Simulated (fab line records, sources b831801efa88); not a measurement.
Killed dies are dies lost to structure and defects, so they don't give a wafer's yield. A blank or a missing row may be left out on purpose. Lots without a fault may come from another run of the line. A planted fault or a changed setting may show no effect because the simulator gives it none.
fab line records | flow gf180mcu
record lots=24 wafers=72 last_day=34
route steps=602 shown MVSD@76 VT_IMPLANT@132 POLY_GATE@175 M1@319 V1@360 V2@408
lots that met no fault: from a run of the same line without faults
start_h: hours from the record's first day to the start of the lot's first wafer shown | wait_h: hours since the lot's step before | " the same as in the row above | L1.1+2: a row that stands for several wafers | - no value, or no start given | * or withheld: withheld | < > ~ a bound
route shown NAME@n: a module of which the file shows steps, and the number in the route of the first | usual: mean/standard deviation of fault-free wafers | same: alike in all rows | chamber/n: place in a boat | sites: the reading at each site | _std_site: their standard deviation | _edge_site: outer sites' mean less inner sites' | radius_mm: how far each site lies from the wafer's centre | mask NAME#n: copy n | behind: the tool/chamber that last shaped the wafer | hold: why the lot was held/for how many hours/how that ended | device: the transistor (n, p or np) that didn't switch | end of line: the same wafers' tests at the end of the route | a step without rows: its recipe alone | killed: dies lost to structure and defects at the first sort, not the wafer's yield | map: a wafer's dies, x killed, . not, _ none there
set.NAME: the setting as run; set.NAME@STEP: as run at that earlier step | model.NAME: the simulator's own value behind a step, which no gauge read
steps of the route over a sample of lots; a table a step, a row a wafer
services: from which hour (start_h, from the record's first day; less than 0 if before it) a tool's chamber was out of use, for how many hours, and why
## steps
# step GF_MVSD_STRIP_10
# recipe chemistry=O2/N2 power_w=1400 pressure_mtorr=1500 platen_temp_c=250 o2_flow_sccm=3000 n2_flow_sccm=300 overash_fraction=0.5
# usual drypump_motor_current_A=5.7/0.49 heater_power_w=326/23 n2_flow_sccm=300.1/0.82 o2_flow_sccm=3000/9.2 oes_product_au=0.722/0.0051 platen_temp_c=250.03/0.18 strip_time_to_endpoint_s=37.00/0.11
# columns lot.wafer tool chamber start_h wait_h drypump_motor_current_A heater_power_w n2_flow_sccm o2_flow_sccm oes_product_au platen_temp_c rf_hours_counter_h strip_time_to_endpoint_s
L074.2 plasma_asher-02 0 82.97 0.1 5.2 335 300.7 2989 0.724 250.03 27 37.10
L074.4 " 1 " " 5.2 305 298.2 3002 0.715 250.15 - 36.94
L074.6 " 1 " " 5.2 306 299.5 3012 0.723 249.83 - 37.05
L075.2 plasma_asher-02 0 87.97 0.1 5.3 334 299.6 3008 0.714 250.09 28 37.03
L075.3 " 0 " " 5.2 334 299.2 2990 0.731 250.09 - 36.97
L075.6 " 0 " " 5.2 334 299.0 2995 0.714 250.42 - 36.95
L076.1 plasma_asher-03 0 93.02 0.1 6.5 301 300.4 2977 0.728 249.92 46 37.01
L076.4 " 0 " " 6.5 312 300.1 2999 0.718 250.03 - 37.06
L076.5 " 0 " " 6.6 297 300.2 2996 0.718 249.83 - 36.86
L077.3 plasma_asher-01 0 100.96 0.1 5.8 295 301.9 3006 0.722 250.29 - 36.90
L077.5 " 1 " " 6.0 350 298.9 3013 0.718 249.91 - 36.89
L077.6 " 0 " " 5.8 291 300.3 2992 0.723 250.52 - 36.94
L078.3 plasma_asher-03 1 105.71 0.1 5.3 360 300.4 2996 0.725 250.06 - 36.95
L078.4 " 0 " " 6.6 302 301.5 2992 0.723 250.11 - 36.96
L078.6 " 1 " " 5.4 371 300.6 3000 0.733 249.91 - 36.94
L079.1 plasma_asher-03 1 111.17 0.1 5.4 353 299.2 2998 0.725 249.81 48 37.02
L079.3 " 0 " " 6.5 307 300.3 3009 0.723 250.20 - 37.01
L079.6 " 1 " " 5.3 355 300.6 3003 0.726 249.96 - 36.97
L080.3 plasma_asher-03 0 116.51 0.1 6.5 312 300.6 2997 0.726 250.06 - 36.90
L080.4 " 1 " " 5.4 356 300.6 2987 0.729 250.16 - 37.10
L080.6 " 1 " " 5.3 365 301.7 2998 0.717 249.95 - 37.13
L081.1 plasma_asher-02 0 125.12 0.1 5.2 334 300.0 3001 0.722 249.93 32 37.16
L081.2 " 1 " " 5.2 305 299.5 3001 0.723 250.00 32 37.15
L081.3 " 0 " " 5.2 332 300.1 2995 0.720 250.31 - 37.12
L082.1 plasma_asher-01 0 128.52 0.1 5.8 295 300.6 2999 0.711 249.61 1 36.89
L082.4 " 1 " " 6.0 340 300.4 2995 0.713 249.92 - 36.97
L082.6 " 1 " " 6.1 343 300.5 2994 0.714 250.25 - 36.98
L083.3 plasma_asher-01 0 134.95 0.1 5.8 300 301.6 2982 0.714 249.89 - 37.13
L083.4 " 1 " " 6.1 355 300.3 2997 0.723 250.32 - 37.13
L083.5 " 1 " " 6.0 344 300.2 3007 0.729 250.36 - 37.02
L084.1 plasma_asher-01 0 140.12 0.1 5.8 308 300.4 2999 0.720 250.00 2 37.02
L084.2 " 1 " " 6.0 342 300.6 3010 0.723 250.06 2 37.12
L084.5 " 1 " " 6.0 352 300.3 3016 0.721 250.02 - 37.00
L085.2 plasma_asher-01 0 147.42 0.1 5.8 306 299.9 3006 0.722 250.22 3 36.92
L085.4 " 1 " " 6.0 357 299.7 3004 0.723 250.04 - 36.87
L085.6 " 1 " " 6.0 347 299.4 2990 0.720 249.89 - 36.99
L086.1 plasma_asher-02 1 152.37 0.1 5.2 309 300.1 2991 0.716 250.12 34 37.08
L086.2 " 0 " " 5.2 329 300.4 3000 0.715 250.00 34 37.23
L086.4 " 0 " " 5.2 332 300.6 3004 0.721 249.75 - 37.13
L087.3 plasma_asher-02 1 158.10 0.1 5.2 309 299.8 3012 0.722 249.57 - 37.13
L087.4 " 0 " " 5.2 330 301.3 3008 0.720 250.05 - 37.03
L087.6 " 0 " " 5.2 336 300.2 3011 0.725 250.17 - 36.97
L088.1 plasma_asher-01 1 164.97 0.1 6.0 352 302.0 3013 0.720 250.01 5 36.84
L088.3 " 1 " " 6.0 344 299.2 3001 0.721 250.23 - 36.81
L088.4 " 0 " " 5.8 299 298.1 2994 0.720 250.00 - 36.76
L089.2 plasma_asher-03 0 168.52 0.1 6.6 306 300.5 3003 0.725 249.98 54 36.92
L089.3 " 1 " " 5.4 364 300.7 3002 0.714 249.94 - 36.92
L089.5 " 0 " " 6.6 306 300.4 3007 0.717 250.04 - 36.98
L090.3 plasma_asher-02 1 174.86 0.1 5.2 316 299.6 3010 0.718 249.99 - 36.99
L090.4 " 0 " " 5.2 334 300.4 2983 0.721 250.35 - 37.02
L090.6 " 1 " " 5.2 315 299.1 3008 0.719 250.26 - 37.05
L091.2 plasma_asher-02 1 180.87 0.1 5.2 308 300.4 2995 0.720 250.11 37 37.05
L091.4 " 0 " " 5.2 325 299.1 2995 0.709 249.95 - 37.15
L091.6 " 1 " " 5.2 306 298.6 2988 0.722 250.18 - 37.13
L092.1 plasma_asher-03 1 186.76 0.1 5.3 360 299.2 2999 0.725 249.95 56 37.01
L092.2 " 0 " " 6.6 305 299.2 3009 0.725 249.62 56 37.05
L092.4 " 0 " " 6.6 307 300.7 3013 0.738 249.77 - 36.97
L093.1 plasma_asher-02 0 193.77 0.1 5.2 333 300.4 3010 0.722 250.19 38 36.84
L093.3 " 1 " " 5.2 309 299.7 2990 0.717 250.08 - 36.83
L093.4 " 0 " " 5.2 327 299.7 3011 0.724 250.09 - 36.98
L094.1 plasma_asher-01 1 200.97 0.1 6.0 351 300.1 3003 0.721 250.00 9 37.02
L094.3 " 0 " " 5.8 314 299.9 2999 0.727 249.94 - 37.14
L094.6 " 1 " " 6.0 346 298.9 3001 0.717 250.15 - 37.12
L095.1 plasma_asher-03 0 204.42 0.1 6.6 309 301.1 2997 0.724 250.30 58 37.12
L095.2 " 1 " " 5.4 366 298.6 2989 0.719 249.86 58 37.18
L095.3 " 1 " " 5.3 369 299.6 2994 0.722 249.95 - 37.13
L096.3 plasma_asher-01 1 210.05 0.1 6.0 351 302.4 3016 0.725 249.90 - 37.09
L096.5 " 1 " " 6.0 347 301.3 3011 0.716 249.93 - 36.97
L096.6 " 0 " " 5.8 304 300.3 3005 0.723 249.91 - 37.02
L097.1 plasma_asher-03 1 221.86 0.1 5.3 358 299.9 3006 0.729 249.99 60 36.96
L097.2 " 0 " " 6.6 300 300.6 3015 0.718 249.89 60 36.89
L097.4 " 0 " " 6.6 306 300.3 3013 0.723 249.86 - 36.89
# step GF_VT_IMPLANT_STRIP_42
# recipe chemistry=O2/N2 power_w=1400 pressure_mtorr=1500 platen_temp_c=250 o2_flow_sccm=3000 n2_flow_sccm=300 overash_fraction=0.5
# usual drypump_motor_current_A=5.7/0.33 heater_power_w=340/25 n2_flow_sccm=300.0/0.93 o2_flow_sccm=2997/9.4 oes_product_au=0.716/0.0042 platen_temp_c=249.98/0.17 strip_time_to_endpoint_s=12.63/0.036
# columns lot.wafer tool chamber start_h wait_h drypump_motor_current_A heater_power_w n2_flow_sccm o2_flow_sccm oes_product_au platen_temp_c rf_hours_counter_h strip_time_to_endpoint_s
L074.2 plasma_asher-01 1 157.57 0.1 6.0 347 299.4 2978 0.715 249.91 4 12.59
L074.4 " 1 " " 6.0 350 299.9 2984 0.721 250.19 - 12.58
L074.6 " 1 " " 6.0 340 299.2 2990 0.720 249.85 - 12.64
L075.2 plasma_asher-01 0 163.77 0.1 5.8 309 299.2 3007 0.719 249.89 5 12.65
L075.3 " 1 " " 6.0 349 299.7 2982 0.717 250.09 - 12.69
L075.6 " 0 " " 5.8 301 299.2 2995 0.714 249.83 - 12.69
L076.1 plasma_asher-04 1 169.37 0.1 5.3 372 300.1 3011 0.712 249.70 55 12.64
L076.4 " 0 " " 5.3 347 301.1 3002 0.712 249.90 - 12.63
L076.5 " 1 " " 5.3 365 302.4 2993 0.717 249.89 - 12.63
L077.3 plasma_asher-01 1 177.55 0.1 6.1 350 300.0 2991 0.715 250.05 - 12.64
L077.5 " 0 " " 5.8 295 300.9 3007 0.714 250.53 - 12.61
L077.6 " 1 " " 6.0 352 299.4 3000 0.717 249.99 - 12.66
L078.3 plasma_asher-04 0 185.00 0.1 5.3 350 299.4 2986 0.722 250.15 - 12.62
L078.4 " 1 " " 5.4 370 298.7 2981 0.712 249.69 - 12.60
L078.6 " 0 " " 5.3 335 299.7 2992 0.717 249.97 - 12.62
L079.1 plasma_asher-04 0 190.81 0.1 5.3 347 298.9 2996 0.709 249.79 57 12.69
L079.3 " 1 " " 5.3 369 300.5 3002 0.713 250.07 - 12.69
L079.6 " 0 " " 5.3 342 300.1 2999 0.708 249.94 - 12.66
L080.3 plasma_asher-04 1 194.69 0.1 5.3 362 298.7 2994 0.715 250.02 - 12.65
L080.4 " 0 " " 5.3 353 300.0 3004 0.714 249.66 - 12.62
L080.6 " 1 " " 5.3 369 299.6 2990 0.720 249.77 - 12.60
L081.1 plasma_asher-04 1 204.81 0.1 5.3 364 299.5 2983 0.719 250.03 58 12.62
L081.2 " 0 " " 5.4 349 300.1 3003 0.716 249.94 58 12.60
L081.3 " 1 " " 5.3 369 300.1 2992 0.718 249.78 - 12.62
L082.1 plasma_asher-03 0 209.61 0.1 6.6 306 300.5 2985 0.720 249.95 59 12.57
L082.4 " 0 " " 6.6 307 299.7 3011 0.718 250.15 - 12.59
L082.6 " 0 " " 6.6 300 300.9 2984 0.711 249.60 - 12.63
L083.3 plasma_asher-01 0 219.26 0.1 5.8 303 300.3 2994 0.712 250.06 - 12.66
L083.4 " 1 " " 6.0 347 300.3 2998 0.712 250.20 - 12.63
L083.5 " 0 " " 5.8 298 300.1 2992 0.715 250.28 - 12.62
L084.1 plasma_asher-04 1 223.91 0.1 5.3 373 299.5 2990 0.717 249.89 60 12.61
L084.2 " 0 " " 5.3 351 300.5 2982 0.709 250.08 60 12.59
L084.5 " 0 " " 5.3 342 301.3 3004 0.721 249.95 - 12.58
L085.2 plasma_asher-04 0 231.97 0.1 5.4 345 299.2 2985 0.710 250.07 61 12.67
L085.4 " 1 " " 5.3 371 300.7 3008 0.714 249.88 - 12.64
L085.6 " 1 " " 5.3 370 301.0 3002 0.712 249.98 - 12.64
L086.1 plasma_asher-01 0 237.41 0.1 5.8 303 299.4 3011 0.716 250.10 13 12.60
L086.2 " 1 " " 6.0 344 300.7 3013 0.715 250.03 13 12.58
L086.4 " 1 " " 6.0 356 299.9 3004 0.715 250.06 - 12.61
L087.3 plasma_asher-01 1 243.45 0.1 6.0 349 299.9 3008 0.714 250.02 - 12.64
L087.4 " 0 " " 5.8 305 299.4 2993 0.717 250.27 - 12.62
L087.6 " 1 " " 6.0 348 299.1 3014 0.717 249.90 - 12.61
L088.1 plasma_asher-01 1 252.41 0.1 6.0 338 299.6 3000 0.713 250.15 14 12.71
L088.3 " 0 " " 5.8 303 300.5 2990 0.716 249.76 - 12.70
L088.4 " 1 " " 6.0 347 300.3 3011 0.713 250.19 - 12.73
L089.2 plasma_asher-01 0 257.01 0.1 5.8 304 300.5 2981 0.717 249.88 15 12.66
L089.3 " 0 " " 5.8 311 298.8 2997 0.714 249.86 - 12.61
L089.5 " 1 " " 6.0 343 300.7 2995 0.710 249.98 - 12.64
L090.3 plasma_asher-04 0 263.80 0.1 5.3 350 299.6 2990 0.719 249.97 - 12.61
L090.4 " 1 " " 5.4 370 298.0 2991 0.721 250.10 - 12.62
L090.6 " 0 " " 5.4 341 299.2 3010 0.720 250.14 - 12.62
L091.2 plasma_asher-04 0 270.26 0.1 5.3 355 297.8 2986 0.716 250.03 65 12.67
L091.4 " 0 " " 5.3 347 299.4 2995 0.715 250.01 - 12.64
L091.6 " 0 " " 5.3 346 299.3 2993 0.713 250.14 - 12.64
L092.1 plasma_asher-04 0 276.01 0.1 5.3 358 300.6 2990 0.720 250.03 66 12.62
L092.2 " 1 " " 5.3 369 299.0 3005 0.720 249.90 66 12.65
L092.4 " 1 " " 5.3 374 300.1 2995 0.720 249.87 - 12.66
L093.1 plasma_asher-01 0 285.66 0.1 5.8 300 301.4 2994 0.719 250.03 18 12.63
L093.3 " 1 " " 6.0 341 300.3 3006 0.718 250.19 - 12.66
L093.4 " 0 " " 5.8 301 300.8 3021 0.712 249.72 - 12.62
L094.1 plasma_asher-04 0 293.21 0.1 5.4 342 299.4 3003 0.715 249.94 68 12.58
L094.3 " 1 " " 5.3 364 301.3 2992 0.709 249.91 - 12.61
L094.6 " 1 " " 5.3 368 300.1 2996 0.721 249.97 - 12.57
L095.1 plasma_asher-01 1 299.92 0.1 6.0 345 300.9 2998 0.716 249.90 19 12.60
L095.2 " 0 " " 5.8 304 301.7 3000 0.713 249.66 19 12.67
L095.3 " 1 " " 6.0 346 299.6 2997 0.721 250.01 - 12.63
L096.3 plasma_asher-01 0 304.24 0.1 5.8 307 301.6 2998 0.715 249.92 - 12.61
L096.5 " 0 " " 5.8 308 300.2 2988 0.712 249.75 - 12.59
L096.6 " 1 " " 6.0 343 299.9 2994 0.713 249.81 - 12.66
L097.1 plasma_asher-01 0 317.92 0.1 5.8 306 301.2 3011 0.713 250.07 21 12.63
L097.2 " 1 " " 6.0 343 297.6 3014 0.717 249.97 21 12.61
L097.4 " 1 " " 6.1 345 298.1 3013 0.719 250.09 - 12.60
# step GF_POLY_GATE_CD_MEAS_18
# usual cd_nm=279.9/2.6
# columns lot.wafer tool chamber start_h wait_h cd_nm
L074.2 cd_sem-02 - 199.95 0.1 281.2
L074.4 " - " " 285.7
L074.6 " - " " 282.6
L075.2 cd_sem-01 - 205.49 0.1 284.3
L075.3 " - " " 279.3
L075.6 " - " " 285.8
L076.1 cd_sem-02 - 213.65 0.1 281.2
L076.4 " - " " 281.0
L076.5 " - " " 281.2
L077.3 cd_sem-01 - 222.88 0.1 284.9
L077.5 " - " " 285.5
L077.6 " - " " 279.8
L078.3 cd_sem-01 - 229.44 0.1 282.0
L078.4 " - " " 281.8
L078.6 " - " " 283.5
L079.1 cd_sem-01 - 236.84 0.1 281.4
L079.3 " - " " 281.2
L079.6 " - " " 280.4
L080.3 cd_sem-01 - 239.54 0.1 277.5
L080.4 " - " " 279.8
L080.6 " - " " 277.5
L081.1 cd_sem-02 - 254.05 0.1 278.9
L081.2 " - " " 281.7
L081.3 " - " " 279.1
L082.1 cd_sem-01 - 254.06 0.1 279.7
L082.4 " - " " 278.9
L082.6 " - " " 281.6
L083.3 cd_sem-01 - 264.41 0.1 285.7
L083.4 " - " " 280.6
L083.5 " - " " 282.8
L084.1 cd_sem-02 - 271.71 0.1 281.9
L084.2 " - " " 275.3
L084.5 " - " " 282.3
L085.2 cd_sem-01 - 280.94 0.1 281.0
L085.4 " - " " 279.1
L085.6 " - " " 278.0
L086.1 cd_sem-01 - 284.00 0.1 280.6
L086.2 " - " " 284.0
L086.4 " - " " 281.1
L087.3 cd_sem-01 - 292.13 0.1 279.4
L087.4 " - " " 283.1
L087.6 " - " " 281.8
L088.1 cd_sem-02 - 301.41 0.1 276.8
L088.3 " - " " 279.1
L088.4 " - " " 276.8
L089.2 cd_sem-02 - 305.29 0.1 281.2
L089.3 " - " " 278.5
L089.5 " - " " 277.4
L090.3 cd_sem-02 - 310.81 0.1 280.6
L090.4 " - " " 276.1
L090.6 " - " " 281.3
L091.2 cd_sem-02 - 318.24 0.1 278.1
L091.4 " - " " 279.5
L091.6 " - " " 280.9
L092.1 cd_sem-02 - 324.28 0.1 282.9
L092.2 " - " " 283.9
L092.4 " - " " 280.8
L093.1 cd_sem-02 - 335.61 0.1 279.6
L093.3 " - " " 275.9
L093.4 " - " " 280.8
L094.1 cd_sem-02 - 343.99 0.1 280.8
L094.3 " - " " 280.3
L094.6 " - " " 276.1
L095.1 cd_sem-01 - 349.70 0.1 275.5
L095.2 " - " " 279.5
L095.3 " - " " 273.8
L096.3 cd_sem-02 - 353.05 0.2 278.5
L096.5 " - " " 273.9
L096.6 " - " " 276.5
L097.1 cd_sem-01 - 368.40 0.1 279.0
L097.2 " - " " 276.0
L097.4 " - " " 277.9
# step GF_M1_SPUTTER_04
# recipe material=TiN target_thk_nm=50 power_w=6500 time_s=41.7 chamber_pressure_pa=0.4
# usual throttle_valve_pct=30.1/0.91
# same time_s=41.7
# columns lot.wafer tool chamber start_h wait_h throttle_valve_pct
L074.2 pvd_sputter-04 - 361.20 0.0 30.0
L074.4 " - " " 31.3
L074.6 " - " " 28.3
L075.2 pvd_sputter-01 - 369.63 0.0 31.6
L075.3 " - " " 30.1
L075.6 " - " " 30.6
L076.1 pvd_sputter-02 - 381.22 0.0 30.4
L076.4 " - " " 30.0
L076.5 " - " " 30.1
L077.3 pvd_sputter-01 - 391.49 0.0 31.7
L077.5 " - " " 29.8
L077.6 " - " " 30.0
L078.3 pvd_sputter-04 - 401.41 0.0 30.3
L078.4 " - " " 28.6
L078.6 " - " " 30.5
L079.1 pvd_sputter-02 - 410.26 0.0 30.0
L079.3 " - " " 30.4
L079.6 " - " " 30.6
L080.3 pvd_sputter-01 - 414.43 0.0 30.6
L080.4 " - " " 30.2
L080.6 " - " " 31.3
L081.1 pvd_sputter-02 - 431.57 0.0 29.0
L081.2 " - " " 30.1
L081.3 " - " " 30.2
L082.1 pvd_sputter-04 - 432.21 0.0 31.5
L082.4 " - " " 28.5
L082.6 " - " " 29.0
L083.3 pvd_sputter-02 - 447.43 0.0 30.3
L083.4 " - " " 29.3
L083.5 " - " " 30.3
L084.1 pvd_sputter-02 - 453.98 0.0 29.1
L084.2 " - " " 30.1
L084.5 " - " " 30.1
L085.2 pvd_sputter-01 - 469.11 0.0 29.6
L085.4 " - " " 31.3
L085.6 " - " " 31.7
L086.1 pvd_sputter-01 - 472.87 0.0 29.7
L086.2 " - " " 31.5
L086.4 " - " " 30.4
L087.3 pvd_sputter-02 - 479.07 0.0 29.8
L087.4 " - " " 30.3
L087.6 " - " " 29.1
L088.1 pvd_sputter-01 - 491.06 0.0 30.1
L088.3 " - " " 30.1
L088.4 " - " " 30.1
L089.2 pvd_sputter-02 - 496.12 0.0 30.4
L089.3 " - " " 28.9
L089.5 " - " " 30.2
L090.3 pvd_sputter-01 - 501.91 0.0 31.3
L090.4 " - " " 30.4
L090.6 " - " " 29.6
L091.2 pvd_sputter-02 - 512.42 0.0 29.1
L091.4 " - " " 30.0
L091.6 " - " " 30.0
L092.1 pvd_sputter-04 - 520.07 0.0 31.5
L092.2 " - " " 28.7
L092.4 " - " " 28.7
L093.1 pvd_sputter-02 - 529.12 0.0 29.2
L093.3 " - " " 30.5
L093.4 " - " " 30.1
L094.1 pvd_sputter-04 - 539.39 0.0 30.4
L094.3 " - " " 28.2
L094.6 " - " " 28.3
L095.1 pvd_sputter-04 - 545.62 0.0 28.6
L095.2 " - " " 28.8
L095.3 " - " " 30.2
L096.3 pvd_sputter-01 - 550.06 0.0 31.8
L096.5 " - " " 30.0
L096.6 " - " " 29.7
L097.1 pvd_sputter-04 - 565.08 0.0 31.5
L097.2 " - " " 30.3
L097.4 " - " " 28.6
# step GF_V1_THK_MEAS_25
# recipe thk_meas_gauge=xrf reads=W_of_V1_CVD_23
# usual V1_W_THK=343/5
# columns lot.wafer tool chamber start_h wait_h V1_W_THK[nm]
L074.2 film_metro-04 - 410.96 0.1 347
L074.4 " - " " 347
L074.6 " - " " 347
L075.2 film_metro-03 - 419.95 0.1 342
L075.3 " - " " 342
L075.6 " - " " 346
L076.1 film_metro-02 - 431.80 0.1 342
L076.4 " - " " 338
L076.5 " - " " 339
L077.3 film_metro-04 - 442.70 0.1 351
L077.5 " - " " 352
L077.6 " - " " 345
L078.3 film_metro-04 - 452.34 0.1 351
L078.4 " - " " 342
L078.6 " - " " 352
L079.1 film_metro-02 - 462.15 0.1 342
L079.3 " - " " 342
L079.6 " - " " 342
L080.3 film_metro-02 - 465.03 0.1 350
L080.4 " - " " 342
L080.6 " - " " 341
L081.1 film_metro-02 - 483.53 0.1 333
L081.2 " - " " 337
L081.3 " - " " 336
L082.1 film_metro-03 - 483.89 0.1 347
L082.4 " - " " 346
L082.6 " - " " 346
L083.3 film_metro-04 - 499.03 0.1 346
L083.4 " - " " 337
L083.5 " - " " 337
L084.1 film_metro-04 - 505.55 0.1 348
L084.2 " - " " 352
L084.5 " - " " 344
L085.2 film_metro-02 - 519.44 0.1 332
L085.4 " - " " 332
L085.6 " - " " 331
L086.1 film_metro-04 - 522.58 0.1 344
L086.2 " - " " 348
L086.4 " - " " 343
L087.3 film_metro-02 - 528.42 0.1 345
L087.4 " - " " 343
L087.6 " - " " 340
L088.1 film_metro-02 - 539.28 0.1 335
L088.3 " - " " 340
L088.4 " - " " 333
L089.2 film_metro-02 - 544.48 0.1 339
L089.3 " - " " 345
L089.5 " - " " 343
L090.3 film_metro-04 - 550.04 0.1 339
L090.4 " - " " 347
L090.6 " - " " 342
L091.2 film_metro-03 - 559.98 0.1 346
L091.4 " - " " 347
L091.6 " - " " 348
L092.1 film_metro-03 - 567.34 0.1 335
L092.2 " - " " 340
L092.4 " - " " 341
L093.1 film_metro-03 - 576.28 0.1 347
L093.3 " - " " 346
L093.4 " - " " 350
L094.1 film_metro-03 - 585.38 0.1 349
L094.3 " - " " 353
L094.6 " - " " 348
L095.1 film_metro-02 - 591.70 0.1 341
L095.2 " - " " 345
L095.3 " - " " 339
L096.3 film_metro-02 - 595.07 0.1 337
L096.5 " - " " 338
L096.6 " - " " 337
L097.1 film_metro-04 - 609.66 0.1 349
L097.2 " - " " 344
L097.4 " - " " 349
# step GF_V2_CMP_26
# recipe stop_on=SiO2 down_force_psi=3.5 platen_rpm=60 t_overpolish_s=15 target_thk_nm=0 pad_velocity_m_s=0.94248
# usual motor_current_A=11.6/1.1 overpolish_run_s=14.999/0.0094 platen_rpm=60.00/0.046 time_to_endpoint_s=88/4.6
# columns lot.wafer tool chamber start_h wait_h motor_current_A overpolish_run_s platen_rpm time_to_endpoint_s
L074.4 cmp-02 2 463.44 0.1 11.3 14.990 60.07 82
L074.2 " 0 " " 12.9 15.002 60.01 85
L074.6 " 2 " " 10.8 15.004 60.04 82
L075.2 cmp-01 2 472.32 0.1 9.7 15.017 60.03 90
L075.3 " 3 " " 12.4 14.996 60.06 95
L075.6 " 2 " " 9.5 15.018 60.02 88
L076.4 cmp-01 0 484.31 0.2 11.9 14.992 60.02 79
L076.1 " 2 " " 10.1 15.002 60.14 91
L076.5 " 3 " " 12.4 14.990 60.06 95
L077.3 cmp-02 3 494.53 0.1 12.6 14.993 59.97 91
L077.6 " 3 " " 12.8 14.987 60.07 89
L077.5 " 0 " " 12.3 14.991 60.01 86
L078.3 cmp-01 3 503.55 0.1 12.7 15.024 60.03 94
L078.4 " 0 " " 11.5 15.010 60.05 78
L078.6 " 2 " " 9.8 15.004 60.04 89
L079.3 cmp-02 2 513.68 0.0 11.3 14.980 59.97 89
L079.1 " 3 " " 12.7 15.007 59.96 97
L079.6 " 3 " " 11.7 15.006 59.97 95
L080.3 cmp-02 1 515.63 0.0 10.3 15.000 59.99 92
L080.4 " 2 " " 10.9 14.984 60.01 86
L080.6 " 1 " " 10.4 14.988 59.94 90
L081.3 cmp-02 3 533.00 0.0 12.4 14.995 60.07 99
L081.1 " 0 " " 12.0 15.017 60.02 93
L081.2 " 2 " " 10.9 15.011 59.98 88
L082.4 cmp-01 2 533.70 0.1 10.1 15.011 59.99 93
L082.1 " 3 " " 12.2 14.998 59.92 93
L082.6 " 1 " " 11.8 14.992 59.89 87
L083.3 cmp-01 1 548.28 0.1 11.2 15.000 60.03 84
L083.4 " 2 " " 9.9 14.976 59.96 91
L083.5 " 0 " " 12.5 15.000 59.97 83
L084.2 cmp-02 3 553.64 0.0 12.5 14.999 60.07 93
L084.1 " 2 " " 11.3 15.000 59.93 86
L084.5 " 3 " " 12.8 14.997 60.00 92
L085.2 cmp-01 0 567.74 0.1 12.8 15.000 59.94 81
L085.4 " 1 " " 11.1 15.000 59.99 84
L085.6 " 0 " " 12.4 14.985 59.92 79
L086.2 cmp-01 3 570.35 0.0 13.0 15.003 59.93 94
L086.1 " 1 " " 10.7 14.997 60.00 90
L086.4 " 2 " " 8.9 14.986 59.95 92
L087.3 cmp-02 0 576.04 0.1 12.2 15.004 60.03 85
L087.4 " 1 " " 10.5 14.994 59.93 88
L087.6 " 0 " " 12.6 15.002 60.05 92
L088.4 cmp-02 0 586.65 0.0 13.3 15.005 60.00 89
L088.3 " 2 " " 11.0 15.002 59.99 87
L088.1 " 3 " " 12.9 14.989 59.94 93
L089.2 cmp-02 3 591.16 0.1 12.5 14.993 60.02 93
L089.3 " 0 " " 11.8 14.999 60.07 89
L089.5 " 2 " " 11.1 14.993 60.03 91
L090.4 cmp-02 3 595.74 0.0 13.7 14.992 59.93 88
L090.3 " 0 " " 12.5 15.002 59.98 85
L090.6 " 3 " " 12.8 14.998 59.98 90
L091.4 cmp-01 3 606.27 0.1 13.0 14.989 60.07 95
L091.2 " 1 " " 11.8 15.000 59.95 85
L091.6 " 2 " " 9.6 15.001 60.03 87
L092.1 cmp-01 1 612.45 0.1 10.8 15.003 60.06 86
L092.2 " 2 " " 9.8 14.986 59.98 90
L092.4 " 3 " " 12.2 15.018 60.04 86
L093.1 cmp-02 0 621.34 0.1 12.1 15.009 60.02 85
L093.4 " 2 " " 11.2 15.005 59.99 83
L093.3 " 3 " " 12.9 14.986 60.01 88
L094.1 cmp-02 3 630.39 0.1 12.8 15.011 59.93 92
L094.3 " 0 " " 12.6 15.010 59.97 89
L094.6 " 2 " " 11.4 14.997 60.00 82
L095.2 cmp-02 3 636.21 0.0 12.7 14.998 60.03 88
L095.3 " 1 " " 10.3 14.998 60.00 88
L095.1 " 2 " " 11.3 15.002 59.97 83
L096.3 cmp-02 2 639.32 0.1 11.6 15.013 60.00 83
L096.6 " 0 " " 12.3 15.000 60.02 86
L096.5 " 1 " " 10.3 14.999 60.04 88
L097.2 cmp-01 1 653.08 0.0 11.1 15.001 60.02 87
L097.4 " 3 " " 12.8 15.010 59.97 95
L097.1 " 0 " " 12.6 15.005 59.93 84
## services
# columns tool chamber start_h hours kind
cmp-02 - 64.00 4.0 pm
cmp-02 - 88.14 1.9 repair
cmp-02 - 88.72 0.4 repair
plasma_asher-01 - 108.75 9.0 pm
cmp-02 - 146.38 1.3 repair
cmp-02 - 160.89 3.9 repair
cmp-02 - 164.40 0.8 repair
cmp-02 - 178.63 4.8 pm
plasma_asher-04 - 215.03 1.8 repair
cmp-02 - 237.57 7.2 pm
plasma_asher-01 - 279.73 0.6 repair
cmp-02 - 298.15 0.5 repair
cmp-02 - 309.81 2.1 repair
cmp-02 - 327.53 1.0 repair
cmp-02 - 331.20 0.7 repair
plasma_asher-01 - 340.70 3.0 repair
cmp-02 - 404.00 4.0 pm
plasma_asher-01 - 435.01 2.7 repair
cmp-02 - 450.38 2.1 repair
plasma_asher-01 - 465.64 2.0 repair
cmp-02 - 547.63 4.4 pm
cmp-02 - 552.87 0.3 repair
plasma_asher-01 - 603.34 15.6 pm
cmp-02 - 610.37 0.2 repair
## key
fault none
